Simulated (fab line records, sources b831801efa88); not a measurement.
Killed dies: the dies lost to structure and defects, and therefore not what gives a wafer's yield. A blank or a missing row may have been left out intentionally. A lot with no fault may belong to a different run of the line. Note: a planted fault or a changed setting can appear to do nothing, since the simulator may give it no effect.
2 desks looking at one fault || flow sky130 || numbers are kept per desk, each desk with only its own; the story behind them comes last

AT THE METROLOGY DESK
Means of the sampled wafers that have a number, per lot and without regard to the tool the lot ran on: this is what the gauges read. If a lot's mean is further than 4 standard deviations from the usual mean, the lot is out of limits and carries the mark OUT (the distance appears in the brackets).
Columns: A = VIA3_W_RS at SKY_VIA3_RS_MEAS_22, usual 0.2946 ohm/sq
{"lot": "L418", "first seen here": "day 39 23:05", "A": 0.2915}
{"lot": "L421", "first seen here": "day 41 08:49", "A": 0.2963}
{"lot": "L425", "first seen here": "day 42 12:11", "A": 0.2909}
{"lot": "L426", "first seen here": "day 42 14:16", "A": 0.2930}
{"lot": "L424", "first seen here": "day 42 16:07", "A": 0.2943}
{"lot": "L427", "first seen here": "day 42 16:30", "A": 0.2931}
{"lot": "L428", "first seen here": "day 43 00:31", "A": 0.2912}
{"lot": "L429", "first seen here": "day 43 12:12", "A": "57.8243 (+99 or more) OUT"}
{"lot": "L430", "first seen here": "day 43 16:04", "A": "59.4333 (+99 or more) OUT"}
{"lot": "L431", "first seen here": "day 43 19:11", "A": "58.4187 (+99 or more) OUT"}
{"lot": "L439", "first seen here": "day 45 18:16", "A": 0.2980}
{"lot": "L440", "first seen here": "day 45 19:28", "A": 0.2944}
This desk finds L429, L430, L431 out of limits, with the earliest case on L429 at day 43 12:12 (VIA3_W_RS at SKY_VIA3_RS_MEAS_22). L418, L421, L425, L426, L424, L427, L428, L439, L440 stayed within limits.

AT THE TOOL OWNER'S DESK: cvd w-02
The tool's own readings at SKY_VIA3_CVD_21 (deposits W, target thk 390 nm, time 117.31 s): means of the sampled wafers that have a number, for each lot that ran on this tool. If a lot's mean is further than 4 standard deviations from the usual mean, the lot is out of limits and carries the mark OUT (the distance appears in the brackets).
Columns: A = chamber pressure Torr at SKY_VIA3_CVD_21, usual 40.00 Torr; B = heater power outer w at SKY_VIA3_CVD_21, usual 498 W; C = heater power w at SKY_VIA3_CVD_21, usual 853 W
{"lot": "L425", "first seen here": "day 42 12:04", "A": 40.05, "B": 451, "C": 800}
{"lot": "L426", "first seen here": "day 42 14:08", "A": 39.95, "B": 461, "C": 809}
{"lot": "L427", "first seen here": "day 42 16:22", "A": 40.01, "B": 476, "C": 825}
{"lot": "L428", "first seen here": "day 43 00:23", "A": 40.03, "B": 463, "C": 812}
{"lot": "L440", "first seen here": "day 45 19:20", "A": 40.07, "B": 479, "C": 821}
This desk's finding: nothing out of limits on any of the 5 lots.

TAKEN TOGETHER
Metrology desk: alarm possible at day 43 12:12 on L429, L430, L431.
Nothing out of limits was seen by the tool owner's desk.
The tool owner's desk has no number on record for L429, L430, L431.
Every lot named ran SKY_VIA3_CVD_21 on cvd w-02.

WHAT HAD BEEN PUT IN BY THE SIMULATOR
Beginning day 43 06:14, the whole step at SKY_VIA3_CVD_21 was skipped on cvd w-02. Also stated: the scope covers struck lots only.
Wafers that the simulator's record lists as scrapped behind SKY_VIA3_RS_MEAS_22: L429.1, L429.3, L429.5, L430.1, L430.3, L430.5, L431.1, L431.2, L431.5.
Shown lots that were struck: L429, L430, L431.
Delay in hours, fault start to first out-of-limits reading, per desk: metrology desk 6.
